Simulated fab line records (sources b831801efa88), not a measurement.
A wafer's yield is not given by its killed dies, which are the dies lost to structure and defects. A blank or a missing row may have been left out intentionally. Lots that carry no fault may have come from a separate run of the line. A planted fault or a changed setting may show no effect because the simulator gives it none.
Chamber matching | flow sky130 | SKY_LI_CONTACT_HDPCVD_00 on hdpcvd-02: 3 sister chambers
The step deposits PSG, target thk 930 nm, time 155 s. 16 wafers are shown with their chamber, then 8 later ones without.

== EACH WAFER AND ITS CHAMBER ==
wafer  | chamber | susceptor-temp-C (C)
L397.1 | 0       | 599.95
L397.4 | 0       | 599.85
L397.6 | 1       | 599.86
L398.1 | 0       | 600.14
L398.3 | 2       | 599.65
L398.4 | 2       | 599.69
L399.2 | 0       | 599.98
L399.5 | 0       | 599.87
L399.6 | 2       | 600.24
L403.1 | 0       | 600.37
L403.2 | 2       | 600.17
L403.5 | 1       | 599.73
L414.1 | 2       | 600.01
L414.3 | 1       | 599.79
L414.6 | 1       | 599.93
L416.1 | 2       | 599.67

SIGNATURES (means of the wafers above)
reading          | chamber 0 | chamber 1 | chamber 2 | scatter within a chamber
susceptor-temp-C | 600.0267  | 599.8275  | 599.9050  | 0.211
Rule: distance of a wafer from a chamber = root of the sum over the readings of ((wafer's reading minus chamber's mean) / reading's scatter) squared. The wafer belongs to the nearest chamber; if the next one is less than 2 further off, it can't be placed. The scatter is the square root of a quotient: the sum, over the shown wafers, of each reading's squared deviation from its chamber's mean, divided by wafers minus chambers.

== WAFERS WHOSE CHAMBER IS MISSING ==
wafer  | susceptor-temp-C (C)
L416.2 | 599.96
L416.5 | 599.95
L419.1 | 600.01
L419.2 | 600.04
L419.4 | 600.34
L420.1 | 599.57
L420.2 | 599.33
L420.4 | 599.73

== CHAMBER TAKEN BY EACH ==
wafer  | from the rows above          | in truth
L416.2 | can't be placed: 2 or 0 or 1 | 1
L416.5 | can't be placed: 2 or 0 or 1 | 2
L419.1 | can't be placed: 0 or 2 or 1 | 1
L419.2 | can't be placed: 0 or 2 or 1 | 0
L419.4 | can't be placed: 0 or 2 or 1 | 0
L420.1 | can't be placed: 1 or 2 or 0 | 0
L420.2 | can't be placed: 1 or 2 or 0 | 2
L420.4 | can't be placed: 1 or 2 or 0 | 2
Placed correctly: 0 of 8. Not placeable from these rows: 8 (in 8, the candidates include the true chamber). 0 placed wrongly.
